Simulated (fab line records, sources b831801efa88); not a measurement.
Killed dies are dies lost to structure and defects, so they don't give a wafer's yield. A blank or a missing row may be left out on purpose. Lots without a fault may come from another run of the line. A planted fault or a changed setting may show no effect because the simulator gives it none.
Which tool did it? | flow gf180mcu | 13 lots, 39 wafers sampled, at 5 steps of a route of 602

WHAT THE GAUGES READ, wafer by wafer
GF_MVPSD_TW_MEAS_11.
lot  | measured     | on            | MVPSD_TW
L919 | day 4 22:22  | film_metro-02 | 548 546 551
L920 | day 5 05:13  | film_metro-02 | 552 548 549
L921 | day 5 10:20  | film_metro-03 | 551 554 554
L923 | day 5 22:31  | film_metro-02 | 546 546 546
L926 | day 6 23:14  | film_metro-02 | 550 550 552
L928 | day 7 04:37  | film_metro-04 | 558 551 556
L936 | day 9 09:50  | film_metro-02 | 547 550 545
L935 | day 9 09:58  | film_metro-04 | 556 553 553
L937 | day 9 13:40  | film_metro-04 | 554 552 553
L938 | day 10 02:09 | film_metro-03 | 554 559 554
L940 | day 10 09:51 | film_metro-03 | 554 557 556
L941 | day 10 13:31 | film_metro-04 | 557 559 557
L942 | day 10 18:02 | film_metro-02 | 546 547 545

GF_DUAL_GATE_THK_MEAS_03.
lot  | measured     | on            | DUAL_GATE_OXIDATION_00_THK (nm)
L919 | day 7 10:31  | film_metro-01 | 10.90 10.83 10.86
L920 | day 7 18:10  | film_metro-03 | 10.70 10.97 11.05
L921 | day 8 00:37  | film_metro-01 | 11.11 10.98 11.28
L923 | day 8 15:10  | film_metro-01 | 10.47 10.56 10.80
L926 | day 9 19:32  | film_metro-02 | 12.25 12.04 12.19
L928 | day 10 04:35 | film_metro-01 | 12.18 12.06 11.96
L936 | day 12 12:54 | film_metro-03 | 10.79 10.58 10.66
L935 | day 12 15:43 | film_metro-01 | 10.69 10.65 10.67
L937 | day 12 21:12 | film_metro-03 | 11.02 10.84 10.84
L938 | day 13 07:46 | film_metro-02 | 10.39 10.59 10.49
L940 | day 13 16:11 | film_metro-03 | 10.60 10.71 10.83
L941 | day 13 20:10 | film_metro-03 | 10.99 10.99 11.04
L942 | day 14 01:50 | film_metro-03 | 10.75 10.82 10.76

GF_POLY_GATE_OVL_MEAS_11.
lot  | measured     | on         | POLY_GATE_OVL (nm)
L919 | day 9 00:21  | overlay-01 | -6 -2 2
L920 | day 9 07:24  | overlay-02 | -5 -5 -6
L921 | day 9 14:31  | overlay-02 | 2 1 -2
L923 | day 10 06:28 | overlay-01 | -7 -2 -4
L926 | day 11 11:21 | overlay-01 | -4 -4 -3
L928 | day 11 20:54 | overlay-02 | 0 0 0
L936 | day 14 10:32 | overlay-01 | -6 6 -6
L935 | day 14 11:12 | overlay-01 | 1 4 1
L937 | day 14 16:33 | overlay-01 | -5 -8 -4
L938 | day 15 06:12 | overlay-02 | 10 8 17
L940 | day 15 12:29 | overlay-01 | -4 -2 2
L941 | day 15 18:12 | overlay-02 | -2 3 0
L942 | day 16 00:16 | overlay-02 | -6 -6 -1

WHICH TOOL RAN EACH LOT (tool, then ch and the chambers of the sampled wafers, then the start)
lot  | GF_DUAL_GATE_OXIDATION_02     | GF_DUAL_GATE_STRIP_13
L919 | furnace-02 ch 0, day 7 09:04  | plasma_asher-03 ch 0,1, day 8 02:30
L920 | furnace-01 ch 0, day 7 16:43  | plasma_asher-03 ch 0, day 8 10:42
L921 | furnace-02 ch 0, day 7 23:09  | plasma_asher-03 ch 1, day 8 17:17
L923 | furnace-01 ch 0, day 8 13:43  | plasma_asher-04 ch 0,1, day 9 08:31
L926 | furnace-02 ch 0, day 9 18:05  | plasma_asher-03 ch 0,1, day 10 13:31
L928 | furnace-02 ch 0, day 10 03:08 | plasma_asher-03 ch 0,1, day 10 22:31
L936 | furnace-01 ch 0, day 12 11:26 | plasma_asher-04 ch 0,1, day 13 08:04
L935 | furnace-01 ch 0, day 12 14:17 | plasma_asher-03 ch 0,1, day 13 11:15
L937 | furnace-02 ch 0, day 12 19:46 | plasma_asher-04 ch 0,1, day 13 16:50
L938 | furnace-01 ch 0, day 13 06:19 | plasma_asher-04 ch 0,1, day 14 03:52
L940 | furnace-01 ch 0, day 13 14:44 | plasma_asher-04 ch 0, day 14 12:39
L941 | furnace-02 ch 0, day 13 18:43 | plasma_asher-01 ch 0,1, day 14 16:53
L942 | furnace-01 ch 0, day 14 00:22 | plasma_asher-03 ch 0,1, day 14 22:43
- GF_DUAL_GATE_OXIDATION_02: stabilise 600 s, purge 300 s, target thk 10.887 nm.
- GF_DUAL_GATE_STRIP_13: strips in O2/N2.

WHAT THE TOOLS THEMSELVES READ (means of the sampled wafers that have a number; where no wafer has one, the mark that the record gives instead)
GF_DUAL_GATE_OXIDATION_02.
lot  | tool       | spike_tc_centre_C (C) | zone_power_centre_pct (%) | zone_power_top_pct (%)
L919 | furnace-02 | 900.4                 | 19.00                     | 33.2
L920 | furnace-01 | 900.6                 | 19.88                     | 32.5
L921 | furnace-02 | 900.8                 | 19.45                     | 33.2
L923 | furnace-01 | 900.6                 | 19.76                     | 32.5
L926 | furnace-02 | 899.8                 | 19.48                     | 33.1
L928 | furnace-02 | 899.7                 | 19.46                     | 32.9
L936 | furnace-01 | 900.1                 | 19.75                     | 32.2
L935 | furnace-01 | 900.0                 | 19.54                     | 32.7
L937 | furnace-02 | 900.1                 | 19.38                     | 32.7
L938 | furnace-01 | 899.3                 | 19.60                     | 32.6
L940 | furnace-01 | 899.5                 | 19.78                     | 32.6
L941 | furnace-02 | 899.3                 | 19.33                     | 33.1
L942 | furnace-01 | 899.6                 | 19.71                     | 32.4

GF_DUAL_GATE_STRIP_13.
lot  | tool            | drypump_motor_current_A (A) | heater_power_w (W) | n2_flow_sccm (sccm) | oes_product_au (a.u.) | strip_time_to_endpoint_s (s)
L919 | plasma_asher-03 | 5.9                         | 295                | 300.2               | 0.716                 | 12.63
L920 | plasma_asher-03 | 6.6                         | 312                | 300.3               | 0.714                 | 12.57
L921 | plasma_asher-03 | 5.5                         | 295                | 299.2               | 0.713                 | 12.63
L923 | plasma_asher-04 | 5.4                         | 326                | 298.9               | 0.714                 | 12.62
L926 | plasma_asher-03 | 5.9                         | 297                | 299.6               | 0.718                 | 12.59
L928 | plasma_asher-03 | 5.9                         | 297                | 301.2               | 0.713                 | 12.60
L936 | plasma_asher-04 | 5.6                         | 324                | 300.0               | 0.718                 | 12.64
L935 | plasma_asher-03 | 5.9                         | 299                | 299.6               | 0.715                 | 12.64
L937 | plasma_asher-04 | 5.6                         | 324                | 299.6               | 0.715                 | 12.62
L938 | plasma_asher-04 | 5.6                         | 322                | 300.3               | 0.712                 | 12.60
L940 | plasma_asher-04 | 5.3                         | 329                | 301.1               | 0.718                 | 12.63
L941 | plasma_asher-01 | 5.4                         | 335                | 300.1               | 0.714                 | 12.59
L942 | plasma_asher-03 | 5.9                         | 301                | 299.1               | 0.714                 | 12.70

THE ANSWER, worked out from the rows above alone
Rule: what is usual is taken from the lots themselves. Put in order of their means at a reading, lots are off if they are a third of the lots or fewer, leave a main group of 4 or more, and stand apart from it by a gap of 3 or more times the standard deviation of the main group's means; of several such gaps the widest counts. A main group whose means are all the same, to the digits that the tables above print for the reading, isn't used. A lot without any number at a reading at which 4 lots or more have one is off too. The other lots that the step has rows for count as sound. The gauges are gone through in route order, then the tools' own readings, and for those a lot's mean is taken as printed above. The first step at which some lot is off is used, and at that step the reading that is off furthest; a lot without a number counts as furthest.
Off: L926, L928, at GF_DUAL_GATE_THK_MEAS_03 (DUAL_GATE_OXIDATION_00_THK). The main group: mean 10.79 nm, standard deviation 0.18.
A tool fits if, at a process step before that reading, it ran every lot that is off, and no sound lot after the first of them. The gauges at GF_DUAL_GATE_THK_MEAS_03 are tried like those tools. None of those tried fits.

WHAT THE SIMULATOR HAD PUT IN
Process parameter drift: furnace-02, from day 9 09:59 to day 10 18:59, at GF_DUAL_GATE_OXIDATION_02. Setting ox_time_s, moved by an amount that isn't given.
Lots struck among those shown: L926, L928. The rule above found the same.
